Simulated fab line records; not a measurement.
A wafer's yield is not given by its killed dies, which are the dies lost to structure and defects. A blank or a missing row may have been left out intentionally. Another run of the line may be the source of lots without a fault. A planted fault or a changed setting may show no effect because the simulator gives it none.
A lot that was struck, set against a sound lot	flow sky130	19 steps out of a route of 708
Sound: wafers L130.2, L130.3, L130.5. Wafers L147.2, L147.3, L147.5 were the ones struck. The cause is given at the end.
At each step with rows: each side's tool, then ch and its chambers, then its first start. Under that, the readings that differ: sound wafers	struck wafers	difference of the means	sigmas: that difference in standard deviations of wafers without a fault.
alike: same words and numbers on both sides, and readings whose means sit less than 2 such deviations apart. not compared: any withheld reading, any reading some wafer has no value for, any bound like >300 that may hide the same value, and any number with overlapping values for which the record gives no deviation.
A row with sigmas, a row that says differs or no value, or rows on one side alone: a step with any of these is where the two part. When numbers do not overlap yet have no deviation, they are printed without sigmas and do not part them. Lack of a reading on every wafer of one side parts them only where that side has two or more wafers.

first, 3 steps without rows for these wafers: SKY_VT_ADJUST_NCORE_EXPOSE_04 (exposes mask LVTN COMPLEMENT THIN, target cd 380 nm); SKY_VT_ADJUST_NCORE_PEB_05; SKY_VT_ADJUST_NCORE_DEVELOP_06 (develop time 60 s).
SKY_VT_ADJUST_NCORE_CD_MEAS_07 targets a cd of 380 nm.
  struck on cd-sem-02, day 14 12:13; sound on cd-sem-02, day 9 08:13
  alike: cd-nm
SKY_VT_ADJUST_NCORE_OVL_MEAS_08:
  struck on overlay-02, day 14 12:19; sound on overlay-01, day 9 08:19
  alike: VT_ADJUST_NCORE_OVL
then, 1 step without rows for these wafers: SKY_VT_ADJUST_NCORE_IMPLANT_09.
SKY_VT_ADJUST_NCORE_STRIP_10: strips in O2/N2.
  sound on plasma-asher-02 ch 1, day 9 08:30; struck on plasma-asher-03 ch 1, day 14 12:30
  alike: drypump-motor-current-A, oes-product-au, strip-time-to-endpoint-s
  not compared: rf-hours-counter-h
SKY_VT_ADJUST_NCORE_TW_MEAS_11:
  struck on film-metro-01, day 14 12:37; sound on film-metro-01, day 9 08:37
  alike: VT_ADJUST_NCORE_TW
then, 4 steps without rows for these wafers: SKY_VT_ADJUST_HVTR_DEHYDRATE_00 (time 60 s); SKY_VT_ADJUST_HVTR_HMDS_01 (prime time 60 s); SKY_VT_ADJUST_HVTR_COAT_02 (resist thk 1140 nm); SKY_VT_ADJUST_HVTR_SOFTBAKE_03 (time 60 s).
SKY_VT_ADJUST_HVTR_EXPOSE_04: exposes mask HVTRM, target cd 380 nm.
  sound on iline-stepper-02 ch 0, day 9 19:17; struck on iline-stepper-01 ch 0, day 15 01:44
reading	sound	struck	difference	sigmas
model.VT_ADJUST_HVTR.overlay-x-nm (nm)	0.406 0.406 0.406	-191.7 -191.7 -191.7	-192.1	
  alike: mask, reticle-temp-C
then, 2 steps without rows for these wafers: SKY_VT_ADJUST_HVTR_PEB_05; SKY_VT_ADJUST_HVTR_DEVELOP_06 (develop time 60 s).
SKY_VT_ADJUST_HVTR_CD_MEAS_07 targets a cd of 380 nm.
  struck on cd-sem-02, day 15 14:40; sound on cd-sem-02, day 10 05:52
reading	sound	struck	difference	sigmas
cd-nm (nm)	377.8 378.0 377.0	386.3 382.0 383.8	+6.4	+2
SKY_VT_ADJUST_HVTR_OVL_MEAS_08:
  struck on overlay-01, day 15 14:46; sound on overlay-02, day 10 05:58
reading	sound	struck	difference	sigmas
VT_ADJUST_HVTR_OVL (nm)	0.6 1.8 1.0	-193.0 -191.6 -191.7	-193.2	-99 or more
then, 1 step without rows for these wafers: SKY_VT_ADJUST_HVTR_IMPLANT_09.
-- a jump in the record: the struck wafers' starts before and after are 35 days apart (it breaks off in module VT_ADJUST_HVTR and resumes in module PAD_OPEN, where the first step shown is number 708 of the route) --
SKY_PAD_OPEN_PROBE_99:
  struck on prober-01, day 50 09:11; sound on prober-02, day 46 12:10
reading	sound	struck	difference	sigmas
model.etest.pfet_01v8_mvt.drive-ua-um	153.3 152.6 149.8	135.3 130.9 134.2	-18.4	
model.etest.pfet_01v8_mvt.off-log10-a-um	-10.86 -10.87 -10.79	-12.26 -12.39 -12.19	-1.44	
model.etest.pfet_01v8_mvt.vt-sat-v (V)	-0.5741 -0.5834 -0.5816	-0.7408 -0.7518 -0.7494	-0.1676	
model.etest.pfet_01v8_mvt.vt-v (V)	-0.661 -0.6655 -0.6653	-0.8078 -0.8169 -0.8157	-0.1495	
  alike: killed_at_M0_to_M3, killed_at_M4_up, killed-at-contacts, killed-at-front-end, killed-at-other, killed-dies, killed-open, killed-short

## WHERE THEY PART
Last at SKY_VT_ADJUST_HVTR_OVL_MEAS_08 as far as this record goes, first at SKY_VT_ADJUST_HVTR_CD_MEAS_07. Later steps at which nothing parts them and some readings are alike: SKY_PAD_OPEN_PROBE_99.

WHY: what had been put in by the simulator
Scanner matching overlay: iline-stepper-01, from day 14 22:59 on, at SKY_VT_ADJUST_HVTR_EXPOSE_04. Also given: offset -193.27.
